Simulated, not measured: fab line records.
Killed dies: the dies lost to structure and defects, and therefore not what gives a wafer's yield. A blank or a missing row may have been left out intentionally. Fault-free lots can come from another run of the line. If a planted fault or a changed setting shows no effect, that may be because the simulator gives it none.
Matching of chambers | flow sky130 | SKY_VIA2_ETCH_14 on rie diel-01 has 4 sister chambers
The step etches BARC in N2/H2, stops on SiO2, time 45.9 s, target depth 60 nm. 4 wafers are shown with their chamber, then 8 later ones without.

== WAFERS PAIRED WITH THEIR CHAMBERS ==
wafer  | chamber | drypump motor current A (A)
L088.3 | 2       | 5.66
L088.4 | 1       | 5.43
L088.5 | 3       | 6.04
L093.1 | 0       | 6.11

== WAFERS WHOSE CHAMBER IS MISSING ==
wafer  | drypump motor current A (A)
L093.2 | 6.03
L093.4 | 5.67
L095.3 | 6.02
L095.4 | 6.15
L095.5 | 6.13
L097.1 | 5.69
L097.3 | 5.43
L097.4 | 6.03

== WHICH CHAMBER EACH ONE RAN IN ==
wafer  | from the rows above | in truth
L093.2 | 3                   | 3
L093.4 | 2                   | 2
L095.3 | 3                   | 3
L095.4 | 0                   | 0
L095.5 | 0                   | 0
L097.1 | 2                   | 2
L097.3 | 1                   | 1
L097.4 | 3                   | 3
8 of 8 placed correctly. From these rows, 0 cannot be placed. 0 placed wrongly.
How it was worked out, from the rows above alone: a wafer's distance from a chamber is the root of the sum, over the readings, of the square of ((its reading less the chamber's mean) divided by the reading's scatter). The wafer belongs to the nearest chamber; if the next one is less than 2 further off, it can't be placed. For every chamber, the mean is computed from those of its wafers that are shown. The scatter (one wafer shown for each chamber): square how far every hidden wafer sits from the nearest shown wafer, average those squares and take the square root.
